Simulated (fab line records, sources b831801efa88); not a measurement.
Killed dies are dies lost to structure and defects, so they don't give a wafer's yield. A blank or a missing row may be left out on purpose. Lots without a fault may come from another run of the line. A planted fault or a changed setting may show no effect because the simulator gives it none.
A struck lot beside a sound one | flow sky130 | 44 steps out of a route of 708
Sound: wafers L173.2, L173.4, L173.5. Struck: wafers L191.1, L191.2, L191.6. The cause comes at the end.
At each step with rows: each side's tool, then ch and its chambers, then its first start. Under that, the readings that differ: sound wafers | struck wafers | difference of the means | sigmas: that difference in standard deviations of wafers without a fault.
alike: readings whose means differ by less than 2 such deviations, and words and numbers that are the same on both sides. not compared: withheld readings, readings that some wafer has no value for, bounds like >300 that may hide the same value, and numbers for which the record gives no deviation and whose values overlap.
The two part at a step that has a row with sigmas, a row that says differs or no value, or rows on one side only. Numbers that don't overlap but have no deviation are shown without sigmas and don't part them. A reading that every wafer of one side lacks parts them only if that side has two wafers or more.

first, 2 steps without rows for these wafers: SKY_DNWELL_DEVELOP_06 (develop time 60 s); SKY_DNWELL_IMPLANT_07.
SKY_DNWELL_STRIP_08: strips in O2/N2.
  sound on plasma_asher-01 ch 0,1, day 3 13:32; struck on plasma_asher-04 ch 0,1, day 7 20:32
  reading               | sound             | struck            | difference | sigmas
  oes_product_au (a.u.) | 0.732 0.721 0.720 | 0.706 0.717 0.719 | -0.010     | -3
  alike: drypump_motor_current_A, o2_flow_sccm, strip_time_to_endpoint_s
  not compared: rf_hours_counter_h
SKY_DNWELL_TW_MEAS_09:
  sound on film_metro-03, day 3 13:38; struck on film_metro-03, day 7 20:38
  reading   | sound          | struck         | difference | sigmas
  DNWELL_TW | 1139 1140 1135 | 1118 1117 1119 | -20        | -2
then, 7 steps without rows for these wafers: SKY_PWDE_DEHYDRATE_00 (time 60 s); SKY_PWDE_HMDS_01 (prime time 60 s); SKY_PWDE_COAT_02 (resist thk 3000 nm); SKY_PWDE_SOFTBAKE_03; SKY_PWDE_EXPOSE_04 (exposes mask PWDEM, target cd 840 nm); SKY_PWDE_PEB_05; SKY_PWDE_DEVELOP_06 (develop time 60 s).
SKY_PWDE_OVL_MEAS_07:
  sound on overlay-01, day 4 06:29; struck on overlay-02, day 8 16:58
  alike: PWDE_OVL
SKY_PWDE_IMPLANT_08:
  sound on implanter-01 ch 0, day 4 06:32; struck on implanter-04 ch 0, day 8 16:59
  reading            | sound                         | struck                        | difference | sigmas
  dose_ions_cm2      | 3.605e+12 3.603e+12 3.601e+12 | 3.303e+12 3.311e+12 3.302e+12 | -2.977e+11 | -74
  faraday_current_uA | 21.2 20.2 20.1                | 18.7 18.7 18.2                | -2.0       | -4
  alike: beam_energy_keV, end_station_pressure_torr
SKY_PWDE_STRIP_09: strips in O2/N2.
  sound on plasma_asher-04 ch 0,1, day 4 06:40; struck on plasma_asher-02 ch 0,1, day 8 17:08
  alike: drypump_motor_current_A, o2_flow_sccm, oes_product_au, strip_time_to_endpoint_s
  not compared: rf_hours_counter_h
SKY_PWDE_TW_MEAS_10:
  sound on film_metro-04, day 4 06:46; struck on film_metro-03, day 8 17:14
  reading | sound             | struck            | difference | sigmas
  PWDE_TW | 372.0 370.8 370.9 | 366.5 364.0 365.5 | -5.9       | -3
then, 7 steps without rows for these wafers: SKY_NWELL_DEHYDRATE_03 (time 60 s); SKY_NWELL_HMDS_04 (prime time 60 s); SKY_NWELL_COAT_05 (resist thk 3000 nm); SKY_NWELL_SOFTBAKE_06; SKY_NWELL_EXPOSE_07 (exposes mask NWM, target cd 840 nm); SKY_NWELL_PEB_08; SKY_NWELL_DEVELOP_09 (develop time 60 s).
SKY_NWELL_OVL_MEAS_10:
  sound on overlay-02, day 5 00:02; struck on overlay-02, day 9 14:43
  alike: NWELL_00_OVL
then, 3 steps without rows for these wafers: SKY_NWELL_IMPLANT_11; SKY_NWELL_IMPLANT_12; SKY_NWELL_IMPLANT_13.
SKY_NWELL_STRIP_14: strips in O2/N2.
  sound on plasma_asher-04 ch 0,1, day 5 00:31; struck on plasma_asher-02 ch 0,1, day 9 15:13
  alike: drypump_motor_current_A, o2_flow_sccm, oes_product_au, strip_time_to_endpoint_s
  not compared: rf_hours_counter_h
SKY_NWELL_TW_MEAS_15:
  sound on film_metro-02, day 5 00:37; struck on film_metro-04, day 9 15:19
  alike: NWELL_TW
then, 7 steps without rows for these wafers: SKY_NWELL_DEHYDRATE_16 (time 60 s); SKY_NWELL_HMDS_17 (prime time 60 s); SKY_NWELL_COAT_18 (resist thk 3000 nm); SKY_NWELL_SOFTBAKE_19; SKY_NWELL_EXPOSE_20 (exposes mask NWM COMPLEMENT, target cd 840 nm); SKY_NWELL_PEB_21; SKY_NWELL_DEVELOP_22 (develop time 60 s).
SKY_NWELL_OVL_MEAS_23:
  sound on overlay-01, day 5 19:02; struck on overlay-02, day 10 13:16
  alike: NWELL_01_OVL
then, 1 step without rows for these wafers: SKY_NWELL_IMPLANT_24.
SKY_NWELL_STRIP_25: strips in O2/N2.
  sound on plasma_asher-03 ch 1, day 5 19:13; struck on plasma_asher-04 ch 0,1, day 10 13:26
  alike: drypump_motor_current_A, o2_flow_sccm, oes_product_au, strip_time_to_endpoint_s
  not compared: rf_hours_counter_h
SKY_NWELL_TW_MEAS_26:
  sound on film_metro-04, day 5 19:19; struck on film_metro-03, day 10 13:32
  reading    | sound             | struck            | difference | sigmas
  NWELL_2_TW | 491.4 492.4 494.6 | 500.4 495.0 499.8 | +5.6       | +2
then, 1 step without rows for these wafers: SKY_NWELL_CLEAN_27 (cleans in SC1/SC2, time 150 s).
SKY_NWELL_RTA_28: time 30 s.
  sound on rtp_anneal-01 ch 0, day 5 19:26; struck on rtp_anneal-01 ch 0, day 10 13:40
  alike: lamp_power_pct, wafer_temp_C_max
SKY_NWELL_RS_MEAS_29: measures by four-point-probe.
  sound on film_metro-02, day 5 19:32; struck on film_metro-02, day 10 13:46
  alike: NWELL_RS
SKY_NWELL_RS_MEAS_31: measures by four-point-probe.
  sound on film_metro-02, day 5 19:47; struck on film_metro-02, day 10 14:00
  reading          | sound          | struck         | difference | sigmas
  PWDE_RS (ohm/sq) | 5269 5267 5268 | 5703 5693 5674 | +422       | +25
-- the record jumps here: 40 days lie between the struck wafers' starts before and after (it left off in module NWELL and takes up again in module PAD_OPEN, whose first step shown is number 708 of the route) --
SKY_PAD_OPEN_PROBE_99:
  sound on prober-02, day 46 12:00; struck on prober-01, day 50 11:03
  reading                                   | sound          | struck         | difference | sigmas
  model.etest.res_pwde_under_gate.rs_ohm_sq | 6286 6314 6241 | 6812 6799 6746 | +505       |
  alike: killed_at_M0_to_M3, killed_at_M4_up, killed_at_contacts, killed_at_front_end, killed_at_other, killed_dies, killed_on_rim, killed_open, killed_short

WHERE THEY PART
First at SKY_DNWELL_STRIP_08; last, within this record, at SKY_NWELL_RS_MEAS_31. Later steps at which nothing parts them and some readings are alike: SKY_PAD_OPEN_PROBE_99.

WHY: what the simulator had put in
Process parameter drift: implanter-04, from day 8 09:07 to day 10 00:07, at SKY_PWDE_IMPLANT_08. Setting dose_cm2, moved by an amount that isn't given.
